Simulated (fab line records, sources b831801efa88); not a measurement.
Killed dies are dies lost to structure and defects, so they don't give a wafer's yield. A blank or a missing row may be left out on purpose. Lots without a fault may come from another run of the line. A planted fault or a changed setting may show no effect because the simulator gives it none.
fab line records | flow sky130
record lots=5 wafers=15 last_day=50
route steps=708 shown PWDE@53 NWELL@56 VT_ADJUST_HVTP@85
lots that met no fault: from a run of the same line without faults
start_h: hours from the record's first day to the start of the lot's first wafer shown | wait_h: hours since the lot's step before | " the same as in the row above | L1.1+2: a row that stands for several wafers | - no value, or no start given | * or withheld: withheld | < > ~ a bound
route shown NAME@n: a module of which the file shows steps, and the number in the route of the first | usual: mean/standard deviation of fault-free wafers | same: alike in all rows | chamber/n: place in a boat | sites: the reading at each site | _std_site: their standard deviation | _edge_site: outer sites' mean less inner sites' | radius_mm: how far each site lies from the wafer's centre | mask NAME#n: copy n | behind: the tool/chamber that last shaped the wafer | hold: why the lot was held/for how many hours/how that ended | device: the transistor (n, p or np) that didn't switch | end of line: the same wafers' tests at the end of the route | a step without rows: its recipe alone | killed: dies lost to structure and defects at the first sort, not the wafer's yield | map: a wafer's dies, x killed, . not, _ none there
set.NAME: the setting as run; set.NAME@STEP: as run at that earlier step | model.NAME: the simulator's own value behind a step, which no gauge read
lots at some steps of the route; a table a step, a row a wafer
services: from which hour (start_h, from the record's first day; less than 0 if before it) a tool's chamber was out of use, for how many hours, and why
## steps
# step SKY_PWDE_IMPLANT_08
# recipe species=B energy_kev=150 dose_cm2=3.6e+12 tilt_deg=withheld
# usual end_station_pressure_torr=4.99e-06/2.5e-07
# columns lot.wafer tool chamber start_h wait_h end_station_pressure_torr
L074.1 implanter-04 0 75.81 0.0 5.27e-06
L074.2 " 0 " " 4.55e-06
L074.3 " 0 " " 5.24e-06
L075.3 implanter-01 0 88.65 0.1 5.17e-06
L075.4 " 0 " " 5.19e-06
L075.5 " 0 " " 5.2e-06
L089.1 implanter-02 0 153.64 0.1 5.09e-06
L089.2 " 0 " " 4.75e-06
L089.5 " 0 " " 5.23e-06
L096.3 implanter-02 0 190.31 0.1 4.87e-06
L096.5 " 0 " " 4.98e-06
L096.6 " 0 " " 4.96e-06
L097.2 implanter-02 0 200.94 0.0 4.5e-06
L097.3 " 0 " " 5.04e-06
L097.6 " 0 " " 5.16e-06
# step SKY_PWDE_STRIP_09
# recipe chemistry=O2/N2 power_w=1400 pressure_mtorr=1500 platen_temp_c=withheld o2_flow_sccm=3000 n2_flow_sccm=300 overash_fraction=0.5
# usual drypump_motor_current_A=5.9/0.39 n2_flow_sccm=300.0/0.9 o2_flow_sccm=3000/9.2 oes_product_au=0.722/0.0049 strip_time_to_endpoint_s=36.94/0.1
# columns lot.wafer tool chamber start_h wait_h drypump_motor_current_A n2_flow_sccm o2_flow_sccm oes_product_au rf_hours_counter_h strip_time_to_endpoint_s
L074.1 plasma_asher-03 1 75.96 0.1 6.1 300.6 2991 0.726 26 36.92
L074.2 " 0 " " 6.5 301.7 3002 0.719 26 36.99
L074.3 " 0 " " 6.5 300.9 3002 0.716 - 36.88
L075.3 plasma_asher-04 0 88.78 0.1 6.0 299.1 3007 0.721 - 36.94
L075.4 " 1 " " 5.3 300.1 3004 0.721 - 36.96
L075.5 " 0 " " 6.0 300.0 3014 0.720 - 37.05
L089.1 plasma_asher-03 0 153.79 0.1 6.5 301.2 2999 0.719 34 36.86
L089.2 " 1 " " 6.1 299.7 2999 0.726 34 36.83
L089.5 " 0 " " 6.5 301.4 3007 0.730 - 36.80
L096.3 plasma_asher-02 0 190.45 0.1 5.6 298.4 2991 0.725 - 36.92
L096.5 " 0 " " 5.6 298.2 3010 0.726 - 36.93
L096.6 " 1 " " 5.6 299.7 3021 0.732 - 36.97
L097.2 plasma_asher-03 0 201.06 0.1 6.4 300.7 3009 0.727 39 37.01
L097.3 " 0 " " 6.5 299.8 3008 0.732 - 36.84
L097.6 " 1 " " 6.1 300.1 3014 0.726 - 36.85
# step SKY_PWDE_TW_MEAS_10
# usual PWDE_TW=376.7/2.4
# columns lot.wafer tool chamber start_h wait_h PWDE_TW
L074.1 film_metro-01 - 76.06 0.1 373.3
L074.2 " - " " 374.2
L074.3 " - " " 374.2
L075.3 film_metro-04 - 88.87 0.1 375.5
L075.4 " - " " 376.1
L075.5 " - " " 375.1
L089.1 film_metro-04 - 153.89 0.1 375.3
L089.2 " - " " 377.0
L089.5 " - " " 375.9
L096.3 film_metro-01 - 190.53 0.1 375.6
L096.5 " - " " 375.7
L096.6 " - " " 377.1
L097.2 film_metro-04 - 201.17 0.1 373.6
L097.3 " - " " 375.5
L097.6 " - " " 376.1
# step SKY_NWELL_DEHYDRATE_03
# recipe temp_c=200 time_s=60
# usual resist_line_temp_C=22.98/0.099
# columns lot.wafer tool chamber start_h wait_h resist_line_temp_C
L074.1 litho_track-01 0 82.98 6.9 22.83
L074.2 " 0 " " 22.81
L074.3 " 0 " " 23.00
L075.3 litho_track-04 0 96.01 7.1 22.98
L075.4 " 0 " " 23.03
L075.5 " 0 " " 22.96
L089.1 litho_track-01 0 162.58 8.7 23.01
L089.2 " 0 " " 22.93
L089.5 " 0 " " 22.87
L096.3 litho_track-01 0 200.88 10.3 22.95
L096.5 " 0 " " 23.14
L096.6 " 0 " " 23.05
L097.2 litho_track-03 0 211.18 10.0 23.11
L097.3 " 0 " " 22.86
L097.6 " 0 " " 22.94
# step SKY_NWELL_HMDS_04
# recipe prime_time_s=60 prime_temp_c=120
# usual resist_line_temp_C=22.99/0.1
# columns lot.wafer tool chamber start_h wait_h resist_line_temp_C
L074.1 litho_track-01 0 83.13 0.1 22.96
L074.2 " 0 " " 22.91
L074.3 " 0 " " 22.84
L075.3 litho_track-04 0 96.16 0.1 22.84
L075.4 " 0 " " 22.88
L075.5 " 0 " " 23.10
L089.1 litho_track-01 0 162.73 0.1 23.00
L089.2 " 0 " " 23.05
L089.5 " 0 " " 23.04
L096.3 litho_track-01 0 201.03 0.1 22.89
L096.5 " 0 " " 23.25
L096.6 " 0 " " 23.17
L097.2 litho_track-03 0 211.33 0.1 23.17
L097.3 " 0 " " 23.07
L097.6 " 0 " " 23.14
# step SKY_NWELL_COAT_05
# recipe spin_rpm=2000 resist_thk_nm=3000
# usual resist_line_temp_C=23.00/0.093
# columns lot.wafer tool chamber start_h wait_h resist_line_temp_C
L074.1 litho_track-01 0 83.28 0.1 22.91
L074.2 " 0 " " 22.87
L074.3 " 0 " " 22.96
L075.3 litho_track-04 0 96.31 0.1 22.84
L075.4 " 0 " " 23.01
L075.5 " 0 " " 22.83
L089.1 litho_track-01 0 162.88 0.1 22.97
L089.2 " 0 " " 23.08
L089.5 " 0 " " 23.01
L096.3 litho_track-01 0 201.18 0.1 23.06
L096.5 " 0 " " 23.01
L096.6 " 0 " " 23.07
L097.2 litho_track-03 0 211.48 0.1 23.02
L097.3 " 0 " " 23.04
L097.6 " 0 " " 22.80
# step SKY_NWELL_SOFTBAKE_06
# recipe temp_c=110 time_s=withheld
# usual resist_line_temp_C=23.03/0.092
# columns lot.wafer tool chamber start_h wait_h resist_line_temp_C
L074.1 litho_track-01 0 83.43 0.1 22.87
L074.2 " 0 " " 22.97
L074.3 " 0 " " 22.85
L075.3 litho_track-04 0 96.48 0.1 23.19
L075.4 " 0 " " 23.22
L075.5 " 0 " " 23.08
L089.1 litho_track-01 0 163.03 0.1 23.10
L089.2 " 0 " " 23.08
L089.5 " 0 " " 23.18
L096.3 litho_track-01 0 201.35 0.1 23.00
L096.5 " 0 " " 22.99
L096.6 " 0 " " 23.04
L097.2 litho_track-03 0 211.64 0.1 23.05
L097.3 " 0 " " 22.97
L097.6 " 0 " " 22.98
# step SKY_NWELL_EXPOSE_07
# recipe mask_id=NWM na=0.6 source_shape=conventional sigma_outer=0.6 polarization=unpolarized target_cd_nm=840 dose_mj=255
# same na=0.6
# columns lot.wafer tool chamber start_h wait_h mask
L074.1+2+3 iline_stepper-01 0 - - NWM#0
L075.3+4+5 iline_stepper-01 0 - - NWM#0
L089.1+2+5 iline_stepper-02 0 - - NWM#0
L096.3+5+6 iline_stepper-02 0 - - NWM#0
L097.2+3+6 iline_stepper-02 0 - - NWM#0
# step SKY_NWELL_PEB_08
# recipe temp_c=115 time_s=withheld
# usual resist_line_temp_C=22.99/0.11
# columns lot.wafer tool chamber start_h wait_h resist_line_temp_C
L074.1 litho_track-01 0 - - 23.04
L074.2 " 0 " " 22.95
L074.3 " 0 " " 22.94
L075.3 litho_track-04 0 - - 23.02
L075.4 " 0 " " 23.10
L075.5 " 0 " " 23.03
L089.1 litho_track-01 0 - - 23.17
L089.2 " 0 " " 23.20
L089.5 " 0 " " 23.22
L096.3 litho_track-03 0 - - 22.95
L096.5 " 0 " " 23.05
L096.6 " 0 " " 22.99
L097.2 litho_track-03 0 - - 22.79
L097.3 " 0 " " 22.86
L097.6 " 0 " " 22.92
# step SKY_NWELL_DEVELOP_09
# recipe wall_angle_deg=90 developer=TMAH develop_time_s=60 dev_temp_c=23
# usual developer_temp_C=23.00/0.11 resist_line_temp_C=22.99/0.11
# columns lot.wafer tool chamber start_h wait_h developer_temp_C resist_line_temp_C
L074.1 litho_track-01 0 - - 23.01 22.75
L074.2 " 0 " " 22.99 23.03
L074.3 " 0 " " 23.06 23.00
L075.3 litho_track-04 0 - - 22.99 22.78
L075.4 " 0 " " 22.94 22.92
L075.5 " 0 " " 22.91 22.91
L089.1 litho_track-01 0 - - 23.08 22.93
L089.2 " 0 " " 23.02 22.91
L089.5 " 0 " " 22.96 22.89
L096.3 litho_track-03 0 - - 22.91 23.30
L096.5 " 0 " " 22.83 23.23
L096.6 " 0 " " 22.86 23.08
L097.2 litho_track-03 0 - - 22.99 23.24
L097.3 " 0 " " 23.11 23.26
L097.6 " 0 " " 22.98 23.30
# step SKY_NWELL_OVL_MEAS_10
# usual NWELL_00_OVL=-0.4/1.6
# columns lot.wafer tool chamber start_h wait_h NWELL_00_OVL[nm]
L074.1 overlay-01 - 91.08 - -0.5
L074.2 " - " " -3.1
L074.3 " - " " -2.3
L075.3 overlay-01 - 105.12 - -2.9
L075.4 " - " " -2.9
L075.5 " - " " -2.6
L089.1 overlay-01 - 173.93 - 1.0
L089.2 " - " " 0.9
L089.5 " - " " 0.3
L096.3 overlay-01 - 212.17 - -2.1
L096.5 " - " " -0.8
L096.6 " - " " 0.6
L097.2 overlay-01 - 222.66 - 2.1
L097.3 " - " " -0.3
L097.6 " - " " 0.0
# step SKY_NWELL_IMPLANT_11
# recipe species=P energy_kev=400 dose_cm2=1.9e+13 tilt_deg=withheld
# usual end_station_pressure_torr=5.09e-06/2.8e-07
# columns lot.wafer tool chamber start_h wait_h end_station_pressure_torr
L074.1 implanter-02 0 91.12 0.0 4.96e-06
L074.2 " 0 " " 5.59e-06
L074.3 " 0 " " 5.07e-06
L075.3 implanter-02 0 105.20 0.1 5.27e-06
L075.4 " 0 " " 4.66e-06
L075.5 " 0 " " 4.86e-06
L089.1 implanter-04 0 173.97 0.0 5.41e-06
L089.2 " 0 " " 5.55e-06
L089.5 " 0 " " 4.83e-06
L096.3 implanter-04 0 212.24 0.1 4.96e-06
L096.5 " 0 " " 5.16e-06
L096.6 " 0 " " 5.59e-06
L097.2 implanter-04 0 222.72 0.0 4.57e-06
L097.3 " 0 " " 5.44e-06
L097.6 " 0 " " 4.98e-06
# step SKY_NWELL_IMPLANT_12
# recipe species=P energy_kev=120 dose_cm2=1.3e+12 tilt_deg=withheld
# usual end_station_pressure_torr=4.96e-06/2.4e-07
# columns lot.wafer tool chamber start_h wait_h end_station_pressure_torr
L074.1 implanter-02 0 91.27 0.1 4.87e-06
L074.2 " 0 " " 5.56e-06
L074.3 " 0 " " 5.04e-06
L075.3 implanter-02 0 105.35 0.1 5.07e-06
L075.4 " 0 " " 5.08e-06
L075.5 " 0 " " 5.06e-06
L089.1 implanter-04 0 174.12 0.1 5.11e-06
L089.2 " 0 " " 5.08e-06
L089.5 " 0 " " 4.82e-06
L096.3 implanter-04 0 212.39 0.1 4.91e-06
L096.5 " 0 " " 4.73e-06
L096.6 " 0 " " 4.98e-06
L097.2 implanter-04 0 222.87 0.1 4.73e-06
L097.3 " 0 " " 5.17e-06
L097.6 " 0 " " 4.72e-06
# step SKY_NWELL_IMPLANT_13
# recipe species=P energy_kev=50 dose_cm2=7e+11 tilt_deg=withheld
# usual end_station_pressure_torr=4.99e-06/2.6e-07
# columns lot.wafer tool chamber start_h wait_h end_station_pressure_torr
L074.1 implanter-02 0 91.42 0.1 5.13e-06
L074.2 " 0 " " 5.21e-06
L074.3 " 0 " " 4.64e-06
L075.3 implanter-02 0 105.50 0.1 5.16e-06
L075.4 " 0 " " 5.24e-06
L075.5 " 0 " " 4.6e-06
L089.1 implanter-04 0 174.27 0.1 5.14e-06
L089.2 " 0 " " 5.24e-06
L089.5 " 0 " " 5.09e-06
L096.3 implanter-04 0 212.54 0.1 4.98e-06
L096.5 " 0 " " 4.8e-06
L096.6 " 0 " " 5.09e-06
L097.2 implanter-04 0 223.02 0.1 4.82e-06
L097.3 " 0 " " 5.18e-06
L097.6 " 0 " " 5.12e-06
# step SKY_NWELL_STRIP_14
# recipe chemistry=O2/N2 power_w=1400 pressure_mtorr=1500 platen_temp_c=withheld o2_flow_sccm=3000 n2_flow_sccm=300 overash_fraction=0.5
# usual drypump_motor_current_A=5.7/0.31 n2_flow_sccm=300.0/0.92 o2_flow_sccm=3000/9.4 oes_product_au=0.723/0.0049 strip_time_to_endpoint_s=36.95/0.093
# columns lot.wafer tool chamber start_h wait_h drypump_motor_current_A n2_flow_sccm o2_flow_sccm oes_product_au rf_hours_counter_h strip_time_to_endpoint_s
L074.1 plasma_asher-02 0 91.57 0.1 5.6 301.8 3019 0.717 41 37.01
L074.2 " 1 " " 5.6 299.7 2979 0.719 41 36.88
L074.3 " 1 " " 5.6 300.3 2984 0.724 - 36.97
L075.3 plasma_asher-01 0 105.63 0.1 5.5 301.0 3012 0.722 - 37.09
L075.4 " 1 " " 6.2 298.1 2992 0.726 - 36.98
L075.5 " 1 " " 6.2 298.7 3004 0.719 - 37.06
L089.1 plasma_asher-02 1 174.42 0.1 5.6 299.5 3005 0.729 48 36.88
L089.2 " 0 " " 5.6 298.9 2991 0.722 48 36.97
L089.5 " 1 " " 5.6 299.6 3018 0.720 - 37.00
L096.3 plasma_asher-01 0 212.68 0.1 5.5 300.2 2989 0.723 - 36.94
L096.5 " 1 " " 6.2 300.6 2996 0.726 - 36.98
L096.6 " 0 " " 5.5 300.7 2993 0.725 - 37.13
L097.2 plasma_asher-02 0 223.14 0.1 5.6 298.8 3004 0.724 52 36.93
L097.3 " 0 " " 5.6 299.2 2994 0.719 - 36.94
L097.6 " 0 " " 5.6 300.2 2998 0.723 - 36.82
# step SKY_NWELL_TW_MEAS_15
# usual NWELL_TW=1833/12
# columns lot.wafer tool chamber start_h wait_h NWELL_TW
L074.1 film_metro-01 - 91.68 0.1 1835
L074.2 " - " " 1834
L074.3 " - " " 1836
L075.3 film_metro-02 - 105.72 0.1 1846
L075.4 " - " " 1844
L075.5 " - " " 1849
L089.1 film_metro-01 - 174.52 0.1 1825
L089.2 " - " " 1828
L089.5 " - " " 1831
L096.3 film_metro-01 - 212.76 0.1 1838
L096.5 " - " " 1829
L096.6 " - " " 1819
L097.2 film_metro-04 - 223.25 0.1 1824
L097.3 " - " " 1821
L097.6 " - " " 1822
# step SKY_NWELL_DEHYDRATE_16
# recipe temp_c=200 time_s=60
# usual resist_line_temp_C=22.99/0.093
# columns lot.wafer tool chamber start_h wait_h resist_line_temp_C
L074.1 litho_track-04 0 99.36 7.7 22.96
L074.2 " 0 " " 23.05
L074.3 " 0 " " 23.00
L075.3 litho_track-01 0 113.83 8.1 23.05
L075.4 " 0 " " 22.99
L075.5 " 0 " " 22.94
L089.1 litho_track-04 0 183.96 9.4 22.93
L089.2 " 0 " " 22.97
L089.5 " 0 " " 22.86
L096.3 litho_track-01 0 223.43 10.7 23.08
L096.5 " 0 " " 23.02
L096.6 " 0 " " 23.01
L097.2 litho_track-04 0 233.28 10.0 23.11
L097.3 " 0 " " 23.07
L097.6 " 0 " " 22.98
# step SKY_NWELL_HMDS_17
# recipe prime_time_s=60 prime_temp_c=120
# usual resist_line_temp_C=23.00/0.12
# columns lot.wafer tool chamber start_h wait_h resist_line_temp_C
L074.1 litho_track-04 0 99.51 0.1 23.10
L074.2 " 0 " " 23.07
L074.3 " 0 " " 23.19
L075.3 litho_track-01 0 113.98 0.1 23.05
L075.4 " 0 " " 23.04
L075.5 " 0 " " 23.00
L089.1 litho_track-04 0 184.11 0.1 23.14
L089.2 " 0 " " 22.99
L089.5 " 0 " " 22.96
L096.3 litho_track-01 0 223.58 0.1 23.17
L096.5 " 0 " " 22.98
L096.6 " 0 " " 23.02
L097.2 litho_track-04 0 233.43 0.1 22.77
L097.3 " 0 " " 23.00
L097.6 " 0 " " 22.95
# step SKY_NWELL_COAT_18
# recipe spin_rpm=2000 resist_thk_nm=3000
# usual resist_line_temp_C=22.98/0.11
# columns lot.wafer tool chamber start_h wait_h resist_line_temp_C
L074.1 litho_track-04 0 99.66 0.1 22.98
L074.2 " 0 " " 22.93
L074.3 " 0 " " 22.97
L075.3 litho_track-01 0 114.13 0.1 22.85
L075.4 " 0 " " 22.69
L075.5 " 0 " " 22.92
L089.1 litho_track-04 0 184.26 0.1 23.09
L089.2 " 0 " " 23.07
L089.5 " 0 " " 23.12
L096.3 litho_track-01 0 223.73 0.1 23.09
L096.5 " 0 " " 22.85
L096.6 " 0 " " 22.91
L097.2 litho_track-04 0 233.58 0.1 22.93
L097.3 " 0 " " 22.94
L097.6 " 0 " " 22.91
# step SKY_NWELL_SOFTBAKE_19
# recipe temp_c=110 time_s=withheld
# usual resist_line_temp_C=23.00/0.094
# columns lot.wafer tool chamber start_h wait_h resist_line_temp_C
L074.1 litho_track-04 0 99.81 0.1 22.97
L074.2 " 0 " " 23.07
L074.3 " 0 " " 23.12
L075.3 litho_track-01 0 114.30 0.1 22.99
L075.4 " 0 " " 22.96
L075.5 " 0 " " 22.86
L089.1 litho_track-04 0 184.41 0.1 22.95
L089.2 " 0 " " 22.97
L089.5 " 0 " " 22.90
L096.3 litho_track-01 0 223.90 0.1 23.03
L096.5 " 0 " " 22.95
L096.6 " 0 " " 23.01
L097.2 litho_track-04 0 233.74 0.1 22.91
L097.3 " 0 " " 22.90
L097.6 " 0 " " 22.99
# step SKY_NWELL_EXPOSE_20
# recipe mask_id=NWM_COMPLEMENT na=0.6 source_shape=conventional sigma_outer=0.6 polarization=unpolarized target_cd_nm=840 dose_mj=260
# same na=0.6
# columns lot.wafer tool chamber start_h wait_h mask
L074.1+2+3 iline_stepper-02 0 - - NWM_COMPLEMENT#0
L075.3+4+5 iline_stepper-02 0 - - NWM_COMPLEMENT#0
L089.1+2+5 iline_stepper-01 0 - - NWM_COMPLEMENT#0
L096.3+5+6 iline_stepper-01 0 - - NWM_COMPLEMENT#0
L097.2+3+6 iline_stepper-01 0 - - NWM_COMPLEMENT#0
# step SKY_NWELL_PEB_21
# recipe temp_c=115 time_s=withheld
# usual resist_line_temp_C=22.98/0.11
# columns lot.wafer tool chamber start_h wait_h resist_line_temp_C
L074.1 litho_track-01 0 - - 22.85
L074.2 " 0 " " 23.04
L074.3 " 0 " " 22.99
L075.3 litho_track-01 0 - - 22.95
L075.4 " 0 " " 22.89
L075.5 " 0 " " 22.92
L089.1 litho_track-03 0 - - 22.81
L089.2 " 0 " " 23.10
L089.5 " 0 " " 22.80
L096.3 litho_track-01 0 - - 22.99
L096.5 " 0 " " 23.06
L096.6 " 0 " " 22.94
L097.2 litho_track-03 0 - - 23.04
L097.3 " 0 " " 23.00
L097.6 " 0 " " 22.98
# step SKY_NWELL_DEVELOP_22
# recipe wall_angle_deg=90 developer=TMAH develop_time_s=60 dev_temp_c=23
# usual developer_temp_C=23.00/0.11 resist_line_temp_C=23.00/0.1
# columns lot.wafer tool chamber start_h wait_h developer_temp_C resist_line_temp_C
L074.1 litho_track-01 0 - - 23.09 23.04
L074.2 " 0 " " 22.99 22.88
L074.3 " 0 " " 22.82 23.03
L075.3 litho_track-01 0 - - 23.01 22.98
L075.4 " 0 " " 23.05 23.13
L075.5 " 0 " " 23.11 23.05
L089.1 litho_track-03 0 - - 22.97 22.87
L089.2 " 0 " " 23.05 22.78
L089.5 " 0 " " 23.09 22.72
L096.3 litho_track-01 0 - - 23.02 22.99
L096.5 " 0 " " 23.02 22.89
L096.6 " 0 " " 23.00 23.08
L097.2 litho_track-03 0 - - 22.87 22.94
L097.3 " 0 " " 23.04 23.01
L097.6 " 0 " " 22.94 23.08
# step SKY_NWELL_OVL_MEAS_23
# usual NWELL_01_OVL=-0.3/1.3
# columns lot.wafer tool chamber start_h wait_h NWELL_01_OVL[nm]
L074.1 overlay-01 - 108.73 - -1.1
L074.2 " - " " -0.3
L074.3 " - " " -0.7
L075.3 overlay-02 - 123.64 - 0.7
L075.4 " - " " -0.7
L075.5 " - " " 2.3
L089.1 overlay-01 - 195.26 - 0.2
L089.2 " - " " 2.0
L089.5 " - " " 0.2
L096.3 overlay-02 - 234.84 - 0.3
L096.5 " - " " 0.1
L096.6 " - " " 0.2
L097.2 overlay-02 - 245.51 - 0.7
L097.3 " - " " -3.2
L097.6 " - " " -3.4
# step SKY_NWELL_IMPLANT_24
# recipe species=B energy_kev=140 dose_cm2=9.04e+12 tilt_deg=withheld
# usual end_station_pressure_torr=5.07e-06/2.8e-07
# columns lot.wafer tool chamber start_h wait_h end_station_pressure_torr
L074.1 implanter-02 0 108.77 0.0 4.63e-06
L074.2 " 0 " " 5.35e-06
L074.3 " 0 " " 4.96e-06
L075.3 implanter-02 0 123.72 0.1 4.87e-06
L075.4 " 0 " " 5.04e-06
L075.5 " 0 " " 5.7e-06
L089.1 implanter-03 0 195.29 0.0 4.95e-06
L089.2 " 0 " " 5.51e-06
L089.5 " 0 " " 4.86e-06
L096.3 implanter-02 0 234.92 0.1 4.96e-06
L096.5 " 0 " " 5.24e-06
L096.6 " 0 " " 5.38e-06
L097.2 implanter-04 0 245.57 0.0 5.21e-06
L097.3 " 0 " " 4.65e-06
L097.6 " 0 " " 4.97e-06
# step SKY_NWELL_STRIP_25
# recipe chemistry=O2/N2 power_w=1400 pressure_mtorr=1500 platen_temp_c=withheld o2_flow_sccm=3000 n2_flow_sccm=300 overash_fraction=0.5
# usual drypump_motor_current_A=5.8/0.32 n2_flow_sccm=300.0/0.78 o2_flow_sccm=2999/9.4 oes_product_au=0.723/0.0045 strip_time_to_endpoint_s=36.96/0.12
# columns lot.wafer tool chamber start_h wait_h drypump_motor_current_A n2_flow_sccm o2_flow_sccm oes_product_au rf_hours_counter_h strip_time_to_endpoint_s
L074.1 plasma_asher-02 0 108.92 0.1 5.6 301.5 2991 0.734 43 37.01
L074.2 " 1 " " 5.6 299.1 2986 0.730 43 36.93
L074.3 " 0 " " 5.6 301.6 2991 0.732 - 36.89
L075.3 plasma_asher-01 1 123.85 0.1 6.2 300.4 3013 0.728 - 36.92
L075.4 " 0 " " 5.5 300.2 2997 0.722 - 36.98
L075.5 " 1 " " 6.2 300.1 3009 0.726 - 36.94
L089.1 plasma_asher-04 0 195.44 0.1 6.1 300.7 2995 0.718 50 37.04
L089.2 " 1 " " 5.3 299.8 2988 0.722 50 36.90
L089.5 " 0 " " 6.1 301.0 2993 0.723 - 36.98
L096.3 plasma_asher-01 1 235.05 0.1 6.2 301.0 2991 0.723 - 36.99
L096.5 " 1 " " 6.2 300.4 2978 0.720 - 36.95
L096.6 " 0 " " 5.5 299.9 2988 0.725 - 36.93
L097.2 plasma_asher-01 1 245.69 0.1 6.2 298.7 2996 0.717 14 36.79
L097.3 " 0 " " 5.5 299.3 3008 0.722 - 36.87
L097.6 " 0 " " 5.5 299.4 3003 0.722 - 36.88
# step SKY_NWELL_TW_MEAS_26
# usual NWELL_2_TW=498/3.7
# columns lot.wafer tool chamber start_h wait_h NWELL_2_TW
L074.1 film_metro-04 - 109.02 0.1 492
L074.2 " - " " 492
L074.3 " - " " 495
L075.3 film_metro-02 - 123.94 0.1 500
L075.4 " - " " 503
L075.5 " - " " 502
L089.1 film_metro-02 - 195.54 0.1 501
L089.2 " - " " 504
L089.5 " - " " 500
L096.3 film_metro-01 - 235.14 0.1 495
L096.5 " - " " 491
L096.6 " - " " 493
L097.2 film_metro-02 - 245.80 0.1 504
L097.3 " - " " 502
L097.6 " - " " 505
# step SKY_NWELL_CLEAN_27
# recipe chemistry=SC1/SC2 mix=1:4:20 temp_c=70 time_s=150 dry=n2_spin
# columns lot.wafer tool chamber start_h wait_h
L074.1+2+3 wet_bench-02 2 109.08 0.1
L075.3+4+5 wet_bench-04 3 123.98 0.0
L089.1+2+5 wet_bench-04 3 195.60 0.1
L096.3+5+6 wet_bench-04 0 235.18 0.0
L097.2+3+6 wet_bench-01 2 245.85 0.0
# step SKY_NWELL_RTA_28
# recipe temp_c=1050 time_s=30 idle_temp_c=650 ramp_up_c_per_s=150 ramp_down_c_per_s=90 ambient=N2
# usual lamp_power_pct=25.30/0.055 ramp_down_c_per_s=89.996/0.018 wafer_temp_C_max=1054.8/0.92
# columns lot.wafer tool chamber start_h wait_h lamp_power_pct ramp_down_c_per_s wafer_temp_C_max
L074.1 rtp_anneal-02 0 109.13 0.0 25.38 89.985 1053.9
L074.2 " 0 " " 25.35 90.011 1056.2
L074.3 " 0 " " 25.34 90.001 1054.8
L075.3 rtp_anneal-02 0 124.07 0.0 25.29 89.997 1054.6
L075.4 " 0 " " 25.26 90.016 1055.4
L075.5 " 0 " " 25.25 89.979 1055.0
L089.1 rtp_anneal-02 0 195.65 0.0 25.20 89.975 1055.3
L089.2 " 0 " " 25.39 90.010 1054.1
L089.5 " 0 " " 25.28 89.995 1054.3
L096.3 rtp_anneal-02 0 235.26 0.0 25.28 89.995 1056.4
L096.5 " 0 " " 25.27 90.006 1055.7
L096.6 " 0 " " 25.37 89.981 1055.3
L097.2 rtp_anneal-01 0 245.92 0.0 25.29 90.007 1053.7
L097.3 " 0 " " 25.31 90.007 1056.1
L097.6 " 0 " " 25.36 90.035 1054.1
# step SKY_NWELL_RS_MEAS_29
# recipe thk_meas_gauge=four-point-probe
# usual NWELL_RS=624.7/1.7
# columns lot.wafer tool chamber start_h wait_h NWELL_RS[ohm/sq]
L074.1 film_metro-01 - 109.23 0.1 626.7
L074.2 " - " " 624.0
L074.3 " - " " 626.2
L075.3 film_metro-01 - 124.17 0.1 625.9
L075.4 " - " " 628.0
L075.5 " - " " 624.0
L089.1 film_metro-02 - 195.75 0.1 624.8
L089.2 " - " " 623.3
L089.5 " - " " 626.8
L096.3 film_metro-04 - 235.37 0.1 624.8
L096.5 " - " " 624.4
L096.6 " - " " 624.2
L097.2 film_metro-04 - 246.02 0.1 621.7
L097.3 " - " " 622.1
L097.6 " - " " 622.9
# step SKY_NWELL_RS_MEAS_31
# recipe thk_meas_gauge=four-point-probe
# usual PWDE_RS=5269/17
# columns lot.wafer tool chamber start_h wait_h PWDE_RS[ohm/sq]
L074.1 film_metro-01 - 109.47 0.1 5287
L074.2 " - " " 5292
L074.3 " - " " 5275
L075.3 film_metro-01 - 124.41 0.1 5270
L075.4 " - " " 5291
L075.5 " - " " 5271
L089.1 film_metro-02 - 195.99 0.1 5269
L089.2 " - " " 5254
L089.5 " - " " 5260
L096.3 film_metro-04 - 235.61 0.1 5255
L096.5 " - " " 5264
L096.6 " - " " 5239
L097.2 film_metro-04 - 246.26 0.1 5292
L097.3 " - " " 5280
L097.6 " - " " 5270
# step SKY_VT_ADJUST_HVTP_DEHYDRATE_00
# recipe temp_c=200 time_s=60
# usual resist_line_temp_C=23.01/0.09
# columns lot.wafer tool chamber start_h wait_h resist_line_temp_C
L074.1 litho_track-04 0 117.91 8.4 23.06
L074.2 " 0 " " 22.94
L074.3 " 0 " " 22.97
L075.3 litho_track-04 0 132.66 8.2 23.20
L075.4 " 0 " " 23.07
L075.5 " 0 " " 22.94
L089.1 litho_track-02 0 206.13 10.1 23.12
L089.2 " 0 " " 23.00
L089.5 " 0 " " 23.01
L096.3 litho_track-03 0 247.41 11.8 23.07
L096.5 " 0 " " 23.22
L096.6 " 0 " " 23.14
L097.2 litho_track-04 0 257.53 11.2 23.16
L097.3 " 0 " " 22.92
L097.6 " 0 " " 22.87
# step SKY_VT_ADJUST_HVTP_HMDS_01
# recipe prime_time_s=60 prime_temp_c=120
# usual resist_line_temp_C=22.99/0.11
# columns lot.wafer tool chamber start_h wait_h resist_line_temp_C
L074.1 litho_track-04 0 118.06 0.1 22.98
L074.2 " 0 " " 22.97
L074.3 " 0 " " 23.12
L075.3 litho_track-04 0 132.81 0.1 23.11
L075.4 " 0 " " 23.17
L075.5 " 0 " " 22.82
L089.1 litho_track-02 0 206.28 0.1 23.09
L089.2 " 0 " " 22.94
L089.5 " 0 " " 23.12
L096.3 litho_track-03 0 247.56 0.1 22.88
L096.5 " 0 " " 22.89
L096.6 " 0 " " 22.94
L097.2 litho_track-04 0 257.68 0.1 22.85
L097.3 " 0 " " 22.73
L097.6 " 0 " " 22.95
## services
# columns tool chamber start_h hours kind
plasma_asher-04 - 59.15 2.8 pm
plasma_asher-04 - 62.91 2.1 repair
implanter-04 - 89.64 1.8 repair
wet_bench-01 - 106.44 1.9 pm
plasma_asher-01 - 108.75 9.0 pm
implanter-04 - 116.39 30.5 pm
plasma_asher-02 - 122.74 14.6 pm
implanter-01 - 145.80 22.8 repair
iline_stepper-02 - 149.31 4.4 pm
implanter-04 - 150.60 4.2 repair
plasma_asher-04 - 158.49 7.1 repair
iline_stepper-01 - 162.47 2.1 pm
plasma_asher-04 - 165.04 4.0 repair
wet_bench-01 - 169.25 3.4 repair
implanter-04 - 175.38 2.6 repair
implanter-01 - 175.81 1.8 pm
implanter-02 - 181.94 1.7 repair
plasma_asher-03 - 199.98 0.7 repair
plasma_asher-02 - 205.67 11.1 repair
iline_stepper-01 - 209.55 6.5 repair
plasma_asher-03 - 212.78 2.8 pm
implanter-02 - 218.77 2.2 repair
plasma_asher-02 - 239.21 16.2 repair
plasma_asher-03 - 247.36 3.9 repair
## key
fault none
